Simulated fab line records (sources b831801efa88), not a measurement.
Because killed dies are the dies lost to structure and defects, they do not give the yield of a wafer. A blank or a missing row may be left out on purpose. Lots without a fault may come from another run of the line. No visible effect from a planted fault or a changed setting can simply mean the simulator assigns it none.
Code-filled problem report in 8D (eight disciplines) form / flow sfq_line / the parts of the form that need people (team, actions taken, sign-off) are left out

1. WHAT IS WRONG
oes_product_au at SFQ_TRILAYER_I3_VIA_BARC_OPEN_VIA_ETCH_121 reads a mean of 0.721 a.u. on 4 wafers of 3 lots; wafers without a fault read 0.685 a.u. with a standard deviation of 0.0048. That puts it +7.4 standard deviations away from the usual mean.
The step: etches BARC in O2, target depth 125 nm, time 41.7 s.
First seen on wafer L328.1, day 41 14:51, on rie_diel-02. At this step, 44 wafers from 15 lots have a number in the record. Rule for "out", or "out of limits": more than 4 standard deviations from the usual mean. Any other wafer with a number is counted as sound.

2. WHAT IT IS, AND WHAT IT ISN'T
question=which readings at this step | is=oes_product_au | is not=drypump_motor_current_A, rf_fwd_power_W
question=which lots | is=L328, L330, L331 | is not=L317, L318, L319, L320, L321, L322, L323, L324, L325, L326, L336, L339
question=which wafers of those lots | is=L328.1, L328.6, L330.1, L331.6 | is not=L330.2, L330.3, L331.3, L331.4
question=read on which tools | is=rie_diel-01, rie_diel-02, rie_diel-04 | is not=-
question=when | is=from day 41 14:51 | is not=up to then (30 sound wafers); but 10 sound wafers of L330, L331, L336, L339 came after

3. THE SUSPECTS, EACH WITH WHAT RULES IT OUT
Counting: a tool at a process step up to the reading stays a suspect if it ran every lot that is out. Sound lots after the first of them don't rule it out here, since some wafers of a struck lot are sound.
- litho_track-03 at SFQ_TRILAYER_I3_VIA_LITHO_COAT_090 (resist thk 62 nm): kept. Ran every lot that is out, first one L328 (day 35 19:32); last sound lot up to then L325 (day 34 19:35).
The count leaves litho_track-03 at SFQ_TRILAYER_I3_VIA_LITHO_COAT_090.

4. THE CAUSE (what the simulator had put in)
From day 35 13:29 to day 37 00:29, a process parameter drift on litho_track-03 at SFQ_TRILAYER_I3_VIA_LITHO_COAT_090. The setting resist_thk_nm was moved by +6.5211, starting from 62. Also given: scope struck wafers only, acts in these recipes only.
Counting left only this tool.

5. THE EFFECT CHAIN, in route order
Each row: a reading whose mean over the struck wafers that have a number lies more than 3 standard deviations from the usual. Scope: only readings with a usual standard deviation given in the record; hours: median across lots of the time from each lot's start at the first step in this table that gives one to its start at this step; sigmas: change in usual standard deviations.
hours=0; step=SFQ_TRILAYER_I3_VIA_BARC_OPEN_VIA_ETCH_121; reading=oes_product_au; usual=0.685 a.u.; on struck wafers=0.721; change=+0.036; sigmas=+7.4
Process steps it contains:
- SFQ_TRILAYER_I3_VIA_BARC_OPEN_VIA_ETCH_121: etches BARC in O2, target depth 125 nm, time 41.7 s.

6. HOW IT WOULD HAVE BEEN CAUGHT EARLIER
In this record no reading fell out of limits until day 41 14:51, 145 hours after the fault had begun at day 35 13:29.
No tool reading at SFQ_TRILAYER_I3_VIA_LITHO_COAT_090 that has a usual standard deviation in the record was out on any struck wafer, so an alarm limit of 4 standard deviations on those readings would not have fired.
Lots out: 3; all had begun SFQ_TRILAYER_I3_VIA_LITHO_COAT_090 on litho_track-03 by day 41 14:51. A hold on the tool at that time would have spared none of them.
